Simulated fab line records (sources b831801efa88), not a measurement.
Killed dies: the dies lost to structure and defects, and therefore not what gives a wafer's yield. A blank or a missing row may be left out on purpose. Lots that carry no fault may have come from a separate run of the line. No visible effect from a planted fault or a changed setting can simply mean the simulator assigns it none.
Which tool did it? -- flow gf180mcu -- 13 lots with 39 wafers sampled at 2 steps, on a route of 602 steps

## WHAT EACH GAUGE READ, for each wafer
GF_V3_THK_MEAS_03. Usual: V3_CVD_02_THK gives 849 nm (standard deviation 11).
lot,measured,on,V3_CVD_02_THK (nm),flag
L111,day 22 00:39,film metro-01,840 849 852,
L113,day 22 18:47,film metro-02,849 860 857,
L114,day 23 07:11,film metro-02,854 841 856,
L115,day 23 09:36,film metro-02,847 866 854,
L116,day 24 04:33,film metro-04,839 869 867,
L117,day 24 09:31,film metro-02,847 850 871,
L118,day 24 11:20,film metro-04,844 841 848,
L126,day 26 19:55,film metro-04,845 841 861,
L127,day 27 03:58,film metro-01,847 855 864,
L128,day 27 14:38,film metro-02,839 850 852,
L129,day 28 00:17,film metro-02,831 846 853,
L130,day 28 05:05,film metro-04,838 848 856,
L133,day 29 05:35,film metro-02,854 849 856,

## WHAT TOOL EACH LOT RAN ON (gives the tool, then ch and the chambers of the sampled wafers, and finally the start)
lot,GF_V3_CVD_02
L111,"pecvd-03 ch 0,1,2, day 22 00:35"
L113,"pecvd-02 ch 0,2, day 22 18:42"
L114,"pecvd-04 ch 1,2, day 23 07:06"
L115,"pecvd-03 ch 0,1,2, day 23 09:32"
L116,"pecvd-02 ch 1,2, day 24 04:29"
L117,"pecvd-03 ch 0,2, day 24 09:27"
L118,"pecvd-02 ch 0,1,2, day 24 11:16"
L126,"pecvd-04 ch 0,1,2, day 26 19:51"
L127,"pecvd-02 ch 0,1,2, day 27 03:54"
L128,"pecvd-03 ch 1,2, day 27 14:32"
L129,"pecvd-04 ch 1,2, day 28 00:12"
L130,"pecvd-04 ch 0,1,2, day 28 05:01"
L133,"pecvd-02 ch 0,1,2, day 29 05:31"
- GF_V3_CVD_02: deposits SiO2 from TEOS, target thk 850 nm, time 94.851 s.

## AS READ BY THE TOOLS THEMSELVES (means over the sampled wafers that have a number; for cases with no such wafer, the mark the record gives instead)
GF_V3_CVD_02. Usual: heater power w 650 W, standard deviation 86; rf fwd power W 596.3 W, standard deviation 1.9.
lot,tool,heater power w (W),rf fwd power W (W),flag
L111,pecvd-03,731,597.1,
L113,pecvd-02,564,597.4,
L114,pecvd-04,683,594.7,
L115,pecvd-03,701,595.5,
L116,pecvd-02,606,595.5,
L117,pecvd-03,739,596.0,
L118,pecvd-02,666,596.3,
L126,pecvd-04,675,596.7,
L127,pecvd-02,596,596.0,
L128,pecvd-03,627,597.1,
L129,pecvd-04,682,598.0,
L130,pecvd-04,678,596.8,
L133,pecvd-02,677,597.3,

## THE ANSWER, worked out from the rows above alone
Rule: a lot is off if the mean of its wafers that have a number lies more than 3 standard deviations from the usual mean. A lot without any number at a reading at which 4 lots or more have one is off too. The other lots that the step has rows for count as sound. Order of review: gauges by route order, followed by the tools' own readings, for which a lot's mean as printed above is used. At the first step where some lot is off, the reading lying furthest off is the one used; lots without a number count as furthest.
None of the lots is off at any reading shown; this tells nothing.

## WHAT HAD BEEN PUT IN BY THE SIMULATOR
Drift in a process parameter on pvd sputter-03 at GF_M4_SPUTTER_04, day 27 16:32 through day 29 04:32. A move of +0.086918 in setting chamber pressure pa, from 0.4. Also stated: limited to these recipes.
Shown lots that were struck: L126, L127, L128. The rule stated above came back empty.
